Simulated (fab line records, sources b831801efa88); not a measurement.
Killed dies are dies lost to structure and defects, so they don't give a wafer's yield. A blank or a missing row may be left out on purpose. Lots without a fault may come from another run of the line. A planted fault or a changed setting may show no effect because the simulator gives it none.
Chamber matching | flow sky130 | SKY_VIA4_CMP_02 on cmp-01: 4 sister chambers
The step polishes SiO2. 8 wafers are shown with their chamber, then 7 later ones without.

WAFERS WITH THEIR CHAMBER
wafer  | chamber | motor_current_A (A)
L076.6 | 0       | 12.7
L083.6 | 0       | 12.5
L085.1 | 2       | 11.5
L085.3 | 1       | 12.4
L088.1 | 1       | 11.4
L088.6 | 3       | 16.8
L089.2 | 2       | 10.8
L089.5 | 3       | 16.3

WAFERS WITHOUT THEIR CHAMBER
wafer  | motor_current_A (A)
L089.6 | 11.7
L090.1 | 12.6
L090.2 | 11.5
L090.6 | 12.4
L097.2 | 11.9
L097.3 | 11.2
L097.4 | 11.8

WHICH CHAMBER EACH WENT THROUGH
wafer  | from the rows above          | in truth
L089.6 | can't be placed: 1 or 2 or 0 | 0
L090.1 | can't be placed: 0 or 1      | 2
L090.2 | can't be placed: 2 or 1 or 0 | 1
L090.6 | can't be placed: 0 or 1      | 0
L097.2 | can't be placed: 1 or 0 or 2 | 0
L097.3 | can't be placed: 2 or 1      | 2
L097.4 | can't be placed: 1 or 2 or 0 | 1
Placed correctly: 0 of 7. Can't be placed from these rows: 7 (the true chamber is among the candidates in 6). Placed wrongly: 0.
How it was worked out, from the rows above alone: a wafer's distance from a chamber is the root of the sum, over the readings, of the square of ((its reading less the chamber's mean) divided by the reading's scatter). The wafer belongs to the nearest chamber; if the next one is less than 2 further off, it can't be placed. A chamber's mean is the mean of its shown wafers. The scatter: the root of (the sum of the squares of (reading less its chamber's mean) over the shown wafers, divided by (wafers less chambers)).
